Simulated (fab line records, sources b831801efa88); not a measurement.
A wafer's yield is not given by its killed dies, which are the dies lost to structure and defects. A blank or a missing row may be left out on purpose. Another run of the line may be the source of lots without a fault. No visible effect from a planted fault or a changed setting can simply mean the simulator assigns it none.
fab line records | flow sky130
record lots=6 | wafers=18 | last_day=50
route steps=708 shown SD_N@344 SD_P@359 RES_XHIGH@360 PAD_OPEN@708
lots untouched by any fault: they come from a run of this same line in which no faults occurred
start_h: hours from the record's opening day to when the first of the lot's shown wafers began | wait_h: hours since the lot's step before | " unchanged from the row above | L1.1+2: several wafers, shown together as one row | - value missing, or start not given | * or withheld: withheld | < > ~ a bound
route shown NAME@n: a module of which the file shows steps, and the number in the route of the first | usual: mean/standard deviation taken from wafers without a fault | same: alike in all rows | chamber/n: place in a boat | sites: per-site readings | _std_site: standard deviation across them | _edge_site: mean of outer sites minus mean of inner sites | radius_mm: how far each site lies from the wafer's centre | mask NAME#n: copy n | behind: the last tool/chamber to shape the wafer | hold: why the lot was held/for how many hours/how that ended | device: the transistor (n, p or np) that didn't switch | end of line: the same wafers' tests at the end of the route | step lacking rows: just its recipe | killed: dies lost to structure and defects at the first sort, not the wafer's yield | map: per-die view of a wafer (x killed, . not killed, _ where there is no die)
set.NAME: the setting that was run; set.NAME@STEP: the one run at that earlier step | model.NAME: the simulator's own value behind a step, which no gauge read
lots seen at some steps along the route; tables by step, rows by wafer
services: the hour from which a tool's chamber was out of use, counted from the record's first day as start_h (under 0 if before that day), plus the number of hours and why
## steps
# step SKY_SD_N_COAT_02
# recipe resist=NOVOLAK | spin_rpm=3000 | resist_thk_nm=1140
# step SKY_SD_N_SOFTBAKE_03
# recipe temp_c=90 | time_s=60 | resist=NOVOLAK
# step SKY_SD_N_EXPOSE_04
# recipe mask_id=NSDM | na=0.6 | source_shape=conventional | sigma_outer=0.6 | polarization=unpolarized | target_cd_nm=380 | dose_mj=141
# step SKY_SD_N_PEB_05
# recipe temp_c=withheld | time_s=* | resist=NOVOLAK
# step SKY_SD_N_DEVELOP_06
# recipe resist=NOVOLAK | developer=TMAH | develop_time_s=60 | dev_temp_c=23
# step SKY_SD_N_CD_MEAS_07
# recipe target_cd_nm=380
# usual cd_nm=380.2/2.1
lot.wafer | tool      | chamber | start_h | wait_h | cd_nm
L332.2    | cd_sem-01 | -       | 656.81  | 0.1    | 381.5
L332.3    | "         | -       | "       | "      | 380.4
L332.5    | "         | -       | "       | "      | 379.9
L339.1    | cd_sem-01 | -       | 719.79  | 0.1    | 382.1
L339.2    | "         | -       | "       | "      | 382.5
L339.3    | "         | -       | "       | "      | 382.3
L344.1    | cd_sem-02 | -       | 759.08  | 0.1    | 382.0
L344.2    | "         | -       | "       | "      | 384.2
L344.3    | "         | -       | "       | "      | 382.9
L346.1    | cd_sem-02 | -       | 777.78  | 0.1    | 378.6
L346.2    | "         | -       | "       | "      | 381.4
L346.6    | "         | -       | "       | "      | 380.1
L351.2    | cd_sem-02 | -       | 806.80  | 0.1    | 381.5
L351.4    | "         | -       | "       | "      | 381.7
L351.6    | "         | -       | "       | "      | 379.4
L354.1    | cd_sem-02 | -       | 840.25  | 0.1    | 379.3
L354.2    | "         | -       | "       | "      | 382.2
L354.6    | "         | -       | "       | "      | 381.8
# step SKY_SD_N_OVL_MEAS_08
# usual SD_N_OVL=0.9/1.1
lot.wafer | tool       | chamber | start_h | wait_h | SD_N_OVL[nm]
L332.2    | overlay-02 | -       | 656.92  | 0.1    | 0.5
L332.3    | "          | -       | "       | "      | 0.1
L332.5    | "          | -       | "       | "      | -0.1
L339.1    | overlay-01 | -       | 719.91  | 0.1    | 0.6
L339.2    | "          | -       | "       | "      | 0.6
L339.3    | "          | -       | "       | "      | 0.6
L344.1    | overlay-02 | -       | 759.20  | 0.1    | 2.9
L344.2    | "          | -       | "       | "      | -0.1
L344.3    | "          | -       | "       | "      | 0.6
L346.1    | overlay-02 | -       | 777.90  | 0.1    | 2.4
L346.2    | "          | -       | "       | "      | 1.9
L346.6    | "          | -       | "       | "      | 0.5
L351.2    | overlay-02 | -       | 806.91  | 0.1    | -0.5
L351.4    | "          | -       | "       | "      | -0.8
L351.6    | "          | -       | "       | "      | 0.8
L354.1    | overlay-01 | -       | 840.37  | 0.1    | 1.8
L354.2    | "          | -       | "       | "      | 0.5
L354.6    | "          | -       | "       | "      | 0.1
# step SKY_SD_N_IMPLANT_09
# recipe species=As | energy_kev=50 | dose_cm2=4e+15 | tilt_deg=0
# step SKY_SD_N_IMPLANT_10
# recipe species=P | energy_kev=20 | dose_cm2=1e+14 | tilt_deg=0
# step SKY_SD_N_STRIP_11
# recipe chemistry=O2/N2 | power_w=1400 | pressure_mtorr=1500 | platen_temp_c=withheld | o2_flow_sccm=3000 | n2_flow_sccm=300 | overash_fraction=0.5
# usual drypump_motor_current_A=6.13/0.19 | oes_product_au=0.528/0.0046 | strip_time_to_endpoint_s=22.56/0.043
lot.wafer | tool            | chamber | start_h | wait_h | drypump_motor_current_A | oes_product_au | rf_hours_counter_h | strip_time_to_endpoint_s
L332.2    | plasma_asher-02 | 0       | 657.25  | 0.1    | 6.08                    | 0.524          | 86                 | 22.53
L332.3    | "               | 0       | "       | "      | 6.07                    | 0.523          | -                  | 22.60
L332.5    | "               | 0       | "       | "      | 6.07                    | 0.524          | -                  | 22.57
L339.1    | plasma_asher-02 | 1       | 720.25  | 0.1    | 6.35                    | 0.526          | 93                 | 22.63
L339.2    | "               | 0       | "       | "      | 6.06                    | 0.521          | 93                 | 22.56
L339.3    | "               | 1       | "       | "      | 6.29                    | 0.527          | -                  | 22.59
L344.1    | plasma_asher-03 | 1       | 759.54  | 0.1    | 6.20                    | 0.526          | 61                 | 22.61
L344.2    | "               | 0       | "       | "      | 5.70                    | 0.527          | 61                 | 22.58
L344.3    | "               | 0       | "       | "      | 5.69                    | 0.537          | -                  | 22.63
L346.1    | plasma_asher-03 | 0       | 778.24  | 0.1    | 5.71                    | 0.521          | 63                 | 22.52
L346.2    | "               | 1       | "       | "      | 6.18                    | 0.523          | 63                 | 22.45
L346.6    | "               | 0       | "       | "      | 5.72                    | 0.529          | -                  | 22.54
L351.2    | plasma_asher-02 | 1       | 807.24  | 0.1    | 6.34                    | 0.523          | 102                | 22.47
L351.4    | "               | 0       | "       | "      | 6.05                    | 0.521          | -                  | 22.50
L351.6    | "               | 1       | "       | "      | 6.34                    | 0.526          | -                  | 22.47
L354.1    | plasma_asher-02 | 0       | 840.71  | 0.1    | 6.06                    | 0.525          | 106                | 22.58
L354.2    | "               | 1       | "       | "      | 6.36                    | 0.537          | 106                | 22.56
L354.6    | "               | 0       | "       | "      | 6.07                    | 0.531          | -                  | 22.49
# step SKY_SD_N_TW_MEAS_12
# usual SD_N_TW=3966/25
lot.wafer | tool          | chamber | start_h | wait_h | SD_N_TW
L332.2    | film_metro-02 | -       | 657.36  | 0.1    | 3953
L332.3    | "             | -       | "       | "      | 3977
L332.5    | "             | -       | "       | "      | 3960
L339.1    | film_metro-01 | -       | 720.35  | 0.1    | 3968
L339.2    | "             | -       | "       | "      | 3966
L339.3    | "             | -       | "       | "      | 3961
L344.1    | film_metro-03 | -       | 759.64  | 0.1    | 3982
L344.2    | "             | -       | "       | "      | 3977
L344.3    | "             | -       | "       | "      | 3987
L346.1    | film_metro-03 | -       | 778.34  | 0.1    | 3979
L346.2    | "             | -       | "       | "      | 3964
L346.6    | "             | -       | "       | "      | 3968
L351.2    | film_metro-02 | -       | 807.35  | 0.1    | 3936
L351.4    | "             | -       | "       | "      | 3941
L351.6    | "             | -       | "       | "      | 3945
L354.1    | film_metro-02 | -       | 840.81  | 0.1    | 3970
L354.2    | "             | -       | "       | "      | 3950
L354.6    | "             | -       | "       | "      | 3973
# step SKY_SD_N_CLEAN_13
# recipe chemistry=SC1/SC2 | mix=1:4:20 | temp_c=70 | time_s=150 | dry=n2_spin
# step SKY_SD_N_RTA_14
# recipe temp_c=1075 | time_s=2 | idle_temp_c=650 | ramp_up_c_per_s=150 | ramp_down_c_per_s=90 | ambient=N2
# usual lamp_power_pct=15.74/0.053 | wafer_temp_C_max=1078.0/1.3
lot.wafer | tool          | chamber | start_h | wait_h | lamp_power_pct | wafer_temp_C_max
L332.2    | rtp_anneal-02 | 0       | 657.47  | 0.0    | 15.68          | 1076.8
L332.3    | "             | 0       | "       | "      | 15.77          | 1076.4
L332.5    | "             | 0       | "       | "      | 15.76          | 1077.8
L339.1    | rtp_anneal-01 | 0       | 720.46  | 0.0    | 15.62          | 1079.1
L339.2    | "             | 0       | "       | "      | 15.68          | 1079.3
L339.3    | "             | 0       | "       | "      | 15.74          | 1078.1
L344.1    | rtp_anneal-02 | 0       | 759.75  | 0.0    | 16.36          | 1100.7
L344.2    | "             | 0       | "       | "      | 16.40          | 1098.4
L344.3    | "             | 0       | "       | "      | 16.48          | 1099.8
L346.1    | rtp_anneal-02 | 0       | 778.45  | 0.0    | 16.41          | 1100.6
L346.2    | "             | 0       | "       | "      | 16.44          | 1100.4
L346.6    | "             | 0       | "       | "      | 16.34          | 1101.3
L351.2    | rtp_anneal-01 | 0       | 807.50  | 0.0    | 15.72          | 1078.9
L351.4    | "             | 0       | "       | "      | 15.82          | 1077.3
L351.6    | "             | 0       | "       | "      | 15.76          | 1077.8
L354.1    | rtp_anneal-02 | 0       | 840.92  | 0.0    | 15.75          | 1078.2
L354.2    | "             | 0       | "       | "      | 15.77          | 1077.0
L354.6    | "             | 0       | "       | "      | 15.75          | 1077.9
# step SKY_SD_N_RS_MEAS_16
# recipe thk_meas_gauge=four-point-probe
# usual SD_N_RS=68.47/0.1
lot.wafer | tool          | chamber | start_h | wait_h | SD_N_RS[ohm/sq]
L332.2    | film_metro-01 | -       | 657.65  | 0.1    | 68.38
L332.3    | "             | -       | "       | "      | 68.44
L332.5    | "             | -       | "       | "      | 68.36
L339.1    | film_metro-02 | -       | 720.63  | 0.1    | 68.54
L339.2    | "             | -       | "       | "      | 68.48
L339.3    | "             | -       | "       | "      | 68.31
L344.1    | film_metro-01 | -       | 759.92  | 0.1    | 64.38
L344.2    | "             | -       | "       | "      | 64.41
L344.3    | "             | -       | "       | "      | 64.43
L346.1    | film_metro-01 | -       | 778.67  | 0.1    | 64.33
L346.2    | "             | -       | "       | "      | 64.49
L346.6    | "             | -       | "       | "      | 64.35
L351.2    | film_metro-03 | -       | 807.69  | 0.1    | 68.32
L351.4    | "             | -       | "       | "      | 68.60
L351.6    | "             | -       | "       | "      | 68.23
L354.1    | film_metro-01 | -       | 841.10  | 0.1    | 68.46
L354.2    | "             | -       | "       | "      | 68.50
L354.6    | "             | -       | "       | "      | 68.48
# step SKY_SD_N_RS_MEAS_17
# recipe thk_meas_gauge=four-point-probe
# usual SD_P_RS=147.0/0.33
lot.wafer | tool          | chamber | start_h | wait_h | SD_P_RS[ohm/sq]
L332.2    | film_metro-01 | -       | 657.77  | 0.1    | 147.0
L332.3    | "             | -       | "       | "      | 146.8
L332.5    | "             | -       | "       | "      | 147.0
L339.1    | film_metro-02 | -       | 720.75  | 0.1    | 147.2
L339.2    | "             | -       | "       | "      | 147.0
L339.3    | "             | -       | "       | "      | 146.7
L344.1    | film_metro-01 | -       | 760.04  | 0.1    | 127.5
L344.2    | "             | -       | "       | "      | 128.0
L344.3    | "             | -       | "       | "      | 128.0
L346.1    | film_metro-01 | -       | 778.79  | 0.1    | 127.4
L346.2    | "             | -       | "       | "      | 127.9
L346.6    | "             | -       | "       | "      | 127.4
L351.2    | film_metro-03 | -       | 807.81  | 0.1    | 146.8
L351.4    | "             | -       | "       | "      | 147.5
L351.6    | "             | -       | "       | "      | 146.9
L354.1    | film_metro-01 | -       | 841.22  | 0.1    | 147.0
L354.2    | "             | -       | "       | "      | 146.8
L354.6    | "             | -       | "       | "      | 146.6
# step SKY_SD_N_RS_MEAS_18
# recipe thk_meas_gauge=four-point-probe
# usual RES_XHIGH_RS=332.9/1.2
lot.wafer | tool          | chamber | start_h | wait_h | RES_XHIGH_RS[ohm/sq]
L332.2    | film_metro-01 | -       | 657.89  | 0.1    | 331.9
L332.3    | "             | -       | "       | "      | 332.3
L332.5    | "             | -       | "       | "      | 333.5
L339.1    | film_metro-02 | -       | 720.87  | 0.1    | 332.1
L339.2    | "             | -       | "       | "      | 333.8
L339.3    | "             | -       | "       | "      | 334.0
L344.1    | film_metro-01 | -       | 760.16  | 0.1    | 330.7
L344.2    | "             | -       | "       | "      | 331.0
L344.3    | "             | -       | "       | "      | 331.9
L346.1    | film_metro-01 | -       | 778.91  | 0.1    | 331.1
L346.2    | "             | -       | "       | "      | 330.4
L346.6    | "             | -       | "       | "      | 330.8
L351.2    | film_metro-03 | -       | 807.93  | 0.1    | 333.5
L351.4    | "             | -       | "       | "      | 332.6
L351.6    | "             | -       | "       | "      | 333.2
L354.1    | film_metro-01 | -       | 841.34  | 0.1    | 334.9
L354.2    | "             | -       | "       | "      | 334.0
L354.6    | "             | -       | "       | "      | 332.7
# step SKY_PAD_OPEN_PROBE_99
# usual killed_at_M0_to_M3=43/6.8 | killed_at_M4_up=3.3/2.1 | killed_at_contacts=24/5 | killed_at_front_end=15/4.4 | killed_at_other=0.3/0.57 | killed_dies=86/9.7 | killed_open=47/7.3 | killed_short=39/6.1
# same gross_dies=492 | killed_at_back_side=0
lot.wafer | tool      | chamber | start_h | wait_h | killed_at_M0_to_M3 | killed_at_M4_up | killed_at_contacts | killed_at_front_end | killed_at_other | killed_dies | killed_open | killed_short | model.etest.res_xhigh_po.line_ohm_um | model.etest.res_xhigh_po.rs_ohm_sq | model.etest.pfet_01v8.r_on_ohm_um | model.etest.res_pdiff.line_ohm_um | model.etest.res_high_po.line_ohm_um | model.etest.licon_high_po.rc_ohm | model.etest.res_ndiff.line_ohm_um | model.etest.res_high_po.rs_ohm_sq
L332.2    | prober-01 | -       | 1082.95 | 0.1    | 40                 | 2               | 32                 | 21                  | 0               | 95          | 49          | 45           | 5945                                 | 2106                               | 3068                              | 1333                              | 755.9                               | 368                              | 727.7                             | 266.7
L332.3    | prober-01 | -       | 1083.00 | 0.2    | 37                 | 4               | 23                 | 17                  | 2               | 83          | 48          | 32           | 5833                                 | 2065                               | 3087                              | 1390                              | 749.5                               | 360.8                            | 761.1                             | 264.2
L332.5    | prober-01 | -       | 1083.10 | 0.2    | 46                 | 2               | 27                 | 8                   | 0               | 83          | 47          | 36           | 5911                                 | 2035                               | 2989                              | 1394                              | 753.6                               | 359.2                            | 745.8                             | 263
L339.1    | prober-02 | -       | 1130.01 | 0.1    | 38                 | 5               | 16                 | 9                   | 2               | 70          | 37          | 33           | 5794                                 | 2018                               | 3008                              | 1353                              | 754.4                               | 366.1                            | 762.9                             | 266.6
L339.2    | prober-02 | -       | 1130.06 | 0.1    | 41                 | 3               | 30                 | 9                   | 0               | 83          | 46          | 37           | 6234                                 | 2152                               | 2882                              | 1360                              | 769.4                               | 375.3                            | 776.5                             | 269.6
L339.3    | prober-02 | -       | 1130.11 | 0.2    | 52                 | 7               | 24                 | 12                  | 0               | 95          | 57          | 38           | 5819                                 | 2030                               | 2910                              | 1376                              | 737.7                               | 363.3                            | 785.9                             | 261.5
L344.1    | prober-01 | -       | 1154.75 | 0.1    | 44                 | 2               | 30                 | 13                  | 0               | 89          | 48          | 41           | 4529                                 | 1606                               | 2748                              | 1187                              | 633.8                               | 269.4                            | 712.9                             | 223.2
L344.2    | prober-01 | -       | 1154.80 | 0.1    | 29                 | 4               | 12                 | 16                  | 1               | 62          | 33          | 29           | 4714                                 | 1661                               | 2834                              | 1219                              | 638.9                               | 279.1                            | 714.2                             | 226.5
L344.3    | prober-01 | -       | 1154.85 | 0.2    | 44                 | 6               | 29                 | 14                  | 0               | 93          | 47          | 45           | 4800                                 | 1668                               | 2627                              | 1186                              | 650.1                               | 277.2                            | 708.7                             | 228.9
L346.1    | prober-01 | -       | 1169.18 | 0.1    | 49                 | 2               | 15                 | 14                  | 0               | 80          | 43          | 37           | 4580                                 | 1602                               | 2649                              | 1214                              | 624.8                               | 271.9                            | 702.3                             | 221.2
L346.2    | prober-01 | -       | 1169.23 | 0.1    | 51                 | 1               | 23                 | 7                   | 1               | 83          | 51          | 31           | 4552                                 | 1618                               | 2616                              | 1216                              | 643.7                               | 279.1                            | 710.9                             | 224.8
L346.6    | prober-01 | -       | 1169.43 | 0.2    | 46                 | 2               | 19                 | 17                  | 0               | 84          | 52          | 32           | 4450                                 | 1557                               | 2728                              | 1216                              | 621.3                               | 258.1                            | 705.3                             | 219.9
L351.2    | prober-02 | -       | 1186.76 | 0.1    | 48                 | 4               | 25                 | 17                  | 0               | 94          | 55          | 39           | 5786                                 | 1991                               | 2897                              | 1333                              | 745.8                               | 347.8                            | 740.3                             | 259.4
L351.4    | prober-02 | -       | 1186.86 | 0.2    | 44                 | 4               | 31                 | 18                  | 0               | 97          | 54          | 43           | 5786                                 | 2012                               | 2960                              | 1380                              | 756.4                               | 355.5                            | 750.9                             | 262.2
L351.6    | prober-02 | -       | 1186.96 | 0.2    | 33                 | 0               | 15                 | 21                  | 0               | 69          | 33          | 36           | 5763                                 | 1983                               | 2936                              | 1405                              | 744.6                               | 342.3                            | 751.7                             | 258.4
L354.1    | prober-01 | -       | 1206.46 | 0.1    | 42                 | 2               | 19                 | 22                  | 0               | 85          | 41          | 43           | 5657                                 | 2004                               | 3017                              | 1356                              | 712.7                               | 352.6                            | 739.4                             | 256.2
L354.2    | prober-01 | -       | 1206.51 | 0.1    | 43                 | 1               | 31                 | 17                  | 0               | 92          | 47          | 43           | 5728                                 | 1995                               | 3001                              | 1376                              | 735                                 | 362.2                            | 744.7                             | 257.9
L354.6    | prober-01 | -       | 1206.71 | 0.2    | 38                 | 0               | 26                 | 21                  | 1               | 86          | 47          | 38           | 5797                                 | 2025                               | 2920                              | 1404                              | 747.8                               | 356.5                            | 763.9                             | 258.1
# killed by level:class
L332.2 CONTACT:geometric_particle:open=11 LI_CONTACT:geometric_particle:open=11 VIA1:geometric_particle:short=8 FIELD_ISO:geometric_particle:open=6 VIA3:geometric_particle:open=6 VIA1:geometric_particle:open=6 METAL2:geometric_particle:short=6 FIELD_ISO:geometric_particle:short=5
L332.3 VIA1:geometric_particle:open=10 LI_CONTACT:geometric_particle:open=9 CONTACT:geometric_particle:open=9 VIA1:geometric_particle:short=7 FIELD_ISO:geometric_particle:open=5 VIA2:geometric_particle:open=5 METAL1:geometric_particle:short=4 FIELD_ISO:geometric_particle:short=3
L332.5 VIA1:geometric_particle:open=13 CONTACT:geometric_particle:open=11 VIA3:geometric_particle:open=6 VIA1:geometric_particle:short=5 VIA2:geometric_particle:open=5 POLY_GATE:geometric_particle:open=4 LI_CONTACT:geometric_particle:short=4 LI_CONTACT:geometric_particle:open=4
L339.1 VIA1:geometric_particle:open=10 VIA2:geometric_particle:open=9 METAL1:geometric_particle:short=7 LI_CONTACT:geometric_particle:open=5 POLY_GATE:geometric_particle:short=4 CONTACT:geometric_particle:open=4 METAL2:geometric_particle:short=3 LI_CONTACT:geometric_particle:short=3
L339.2 CONTACT:geometric_particle:open=9 VIA2:geometric_particle:open=9 LI_CONTACT:geometric_particle:open=8 VIA3:geometric_particle:open=6 VIA1:geometric_particle:short=6 METAL2:geometric_particle:short=6 CONTACT:geometric_particle:short=5 LI_CONTACT:geometric_particle:short=4
L339.3 VIA1:geometric_particle:open=14 LI_CONTACT:geometric_particle:open=12 VIA2:geometric_particle:open=10 METAL1:geometric_particle:short=9 METAL4:geometric_particle:short=7 CONTACT:geometric_particle:open=6 FIELD_ISO:geometric_particle:open=4 POLY_GATE:geometric_particle:open=4
L344.1 CONTACT:geometric_particle:open=9 VIA2:geometric_particle:open=8 VIA3:geometric_particle:open=7 VIA1:geometric_particle:open=6 LI_CONTACT:geometric_particle:open=6 LOCAL_INTERCONNECT:geometric_particle:short=6 CONTACT:geometric_particle:short=6 METAL1:geometric_particle:short=5
L344.2 VIA1:geometric_particle:open=8 CONTACT:geometric_particle:open=6 FIELD_ISO:geometric_particle:short=5 VIA2:geometric_particle:open=4 METAL2:geometric_particle:short=4 SPACER:geometric_particle:short=3 LI_CONTACT:geometric_particle:open=3 METAL4:geometric_particle:open=3
L344.3 VIA2:geometric_particle:open=12 CONTACT:geometric_particle:open=9 POLY_GATE:geometric_particle:short=8 CONTACT:geometric_particle:short=7 VIA1:geometric_particle:open=6 LI_CONTACT:geometric_particle:open=5 VIA1:geometric_particle:short=5 METAL2:geometric_particle:short=5
L346.1 VIA2:geometric_particle:open=10 VIA1:geometric_particle:open=8 METAL1:geometric_particle:short=6 VIA1:geometric_particle:short=6 VIA3:geometric_particle:open=6 LI_CONTACT:geometric_particle:open=5 CONTACT:geometric_particle:open=5 METAL2:geometric_particle:short=5
L346.2 VIA1:geometric_particle:open=16 CONTACT:geometric_particle:open=11 VIA2:geometric_particle:open=8 VIA1:geometric_particle:short=7 METAL2:geometric_particle:short=6 CONTACT:geometric_particle:short=5 VIA3:geometric_particle:open=5 LI_CONTACT:geometric_particle:open=4
L346.6 VIA1:geometric_particle:open=14 CONTACT:geometric_particle:open=10 POLY_GATE:geometric_particle:open=7 VIA1:geometric_particle:short=7 VIA3:geometric_particle:open=7 METAL1:geometric_particle:short=5 FIELD_ISO:geometric_particle:short=3 LI_CONTACT:geometric_particle:open=3
L351.2 VIA3:geometric_particle:open=10 CONTACT:geometric_particle:open=8 VIA1:geometric_particle:open=8 LI_CONTACT:geometric_particle:open=7 METAL2:geometric_particle:short=7 METAL1:geometric_particle:short=7 LOCAL_INTERCONNECT:geometric_particle:short=6 VIA2:geometric_particle:open=5
L351.4 VIA1:geometric_particle:open=14 LI_CONTACT:geometric_particle:open=9 CONTACT:geometric_particle:open=9 POLY_GATE:geometric_particle:open=6 VIA2:geometric_particle:open=6 CONTACT:geometric_particle:short=5 LOCAL_INTERCONNECT:geometric_particle:short=5 METAL1:geometric_particle:short=4
L351.6 VIA1:geometric_particle:open=10 FIELD_ISO:geometric_particle:short=8 CONTACT:geometric_particle:open=7 METAL1:geometric_particle:short=6 METAL3:geometric_particle:short=6 POLY_GATE:geometric_particle:short=4 LI_CONTACT:geometric_particle:open=4 VIA1:geometric_particle:short=4
L354.1 VIA3:geometric_particle:open=9 CONTACT:geometric_particle:open=9 METAL1:geometric_particle:short=9 FIELD_ISO:geometric_particle:short=8 VIA1:geometric_particle:open=6 VIA2:geometric_particle:open=6 POLY_GATE:geometric_particle:short=5 POLY_GATE:geometric_particle:open=5
L354.2 CONTACT:geometric_particle:open=13 CONTACT:geometric_particle:short=9 VIA1:geometric_particle:open=8 FIELD_ISO:geometric_particle:short=7 VIA3:geometric_particle:short=6 LI_CONTACT:geometric_particle:open=6 VIA2:geometric_particle:open=6 METAL1:geometric_particle:short=5
L354.6 LI_CONTACT:geometric_particle:open=9 VIA1:geometric_particle:open=9 CONTACT:geometric_particle:open=7 VIA2:geometric_particle:short=6 VIA3:geometric_particle:open=5 METAL1:geometric_particle:short=5 POLY_GATE:geometric_particle:open=4 LOCAL_INTERCONNECT:geometric_particle:short=4
## services
tool            | chamber | start_h | hours | kind
plasma_asher-03 | -       | 643.88  | 1.2   | repair
rtp_anneal-02   | -       | 654.47  | 0.8   | repair
plasma_asher-03 | -       | 674.02  | 4.0   | pm
rtp_anneal-01   | -       | 808.87  | 1.0   | pm
## key
first_sign step=SKY_SD_N_RTA_14 | reading=wafer_temp_C_max | direction=up | sigmas=18 | usual=* | struck=*
effect step=SKY_SD_N_RTA_14 | reading=lamp_power_pct | direction=up | sigmas=13 | usual=15.74 | struck=16.41
effect step=SKY_SD_N_RS_MEAS_16 | reading=SD_N_RS | direction=down | sigmas=39 | usual=68.47 | struck=64.40
effect step=SKY_SD_N_RS_MEAS_17 | reading=SD_P_RS | direction=down | sigmas=58 | usual=147.0 | struck=127.7
effect step=SKY_SD_N_RS_MEAS_18 | reading=RES_XHIGH_RS | direction=down | sigmas=1.6 | usual=332.9 | struck=331.0
model_effect step=SKY_PAD_OPEN_PROBE_99 | value=etest.res_xhigh_po.line_ohm_um | without=5644 | struck=4604
met_at SKY_SD_N_RTA_14
struck_wafers L344.1,L344.2,L344.3,L346.1,L346.2,L346.6
tester_left_out L344,L346
onset_between 657.47 759.75
fault kind=process_parameter_drift | tool=rtp_anneal-02 | chamber=- | onset_h=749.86 | steps=SKY_SD_N_RTA_14 | channel=temp_c | offset=* | shape=step | end_h=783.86 | acts_in=* | stated=*
# tester_left_out: of these lots the tester's yield and bins aren't shown, on N5 and GAA mostly nor the transistor test; their killed dies are dies lost to structure and defects alone, not to doping, threshold or leakage, so they don't give the yield
